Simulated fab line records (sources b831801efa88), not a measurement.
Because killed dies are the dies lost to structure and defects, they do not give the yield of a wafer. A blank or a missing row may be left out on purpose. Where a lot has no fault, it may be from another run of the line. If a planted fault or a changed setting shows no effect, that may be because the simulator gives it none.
Matching of chambers	flow sky130	SKY_CONTACT_CMP_04 on cmp-01: 4 sister chambers
The step polishes SiO2. 4 wafers are shown with their chamber, then 12 later ones without.

## EACH WAFER AND ITS CHAMBER
wafer	chamber	motor_current_A (A)
L081.6	2	12.2
L086.3	0	11.9
L086.4	3	12.3
L086.6	1	12.0

## WAFERS WITH NO CHAMBER GIVEN
wafer	motor_current_A (A)
L090.4	11.6
L090.5	11.8
L090.6	11.9
L092.3	13.0
L092.4	12.1
L092.5	12.4
L095.1	12.3
L095.4	12.0
L095.5	12.2
L097.1	12.3
L097.4	12.1
L097.5	12.3

## WHICH CHAMBER EACH WENT THROUGH
wafer	from the rows above	in truth
L090.4	can't be placed: 0 or 1 or 2 or 3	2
L090.5	can't be placed: 0 or 1 or 2 or 3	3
L090.6	can't be placed: 0 or 1 or 2 or 3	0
L092.3	can't be placed: 3 or 2 or 1 or 0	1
L092.4	can't be placed: 1 or 2 or 0 or 3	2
L092.5	can't be placed: 3 or 2 or 1 or 0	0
L095.1	can't be placed: 3 or 2 or 1 or 0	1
L095.4	can't be placed: 1 or 0 or 2 or 3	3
L095.5	can't be placed: 2 or 3 or 1 or 0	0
L097.1	can't be placed: 3 or 2 or 1 or 0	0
L097.4	can't be placed: 1 or 2 or 0 or 3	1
L097.5	can't be placed: 3 or 2 or 1 or 0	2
Correct placement for 0 of the 12. Cannot be placed on the basis of these rows: 12; the candidates contain the true chamber in 12. 0 placed wrongly.
How it was worked out, from the rows above alone: a wafer's distance from a chamber is the root of the sum, over the readings, of the square of ((its reading less the chamber's mean) divided by the reading's scatter). The wafer belongs to the nearest chamber; if the next one is less than 2 further off, it can't be placed. Each chamber's mean is taken over the wafers shown for it. The scatter: with one shown wafer a chamber, the root of the mean of the squares of how far each hidden wafer lies from its nearest shown one.
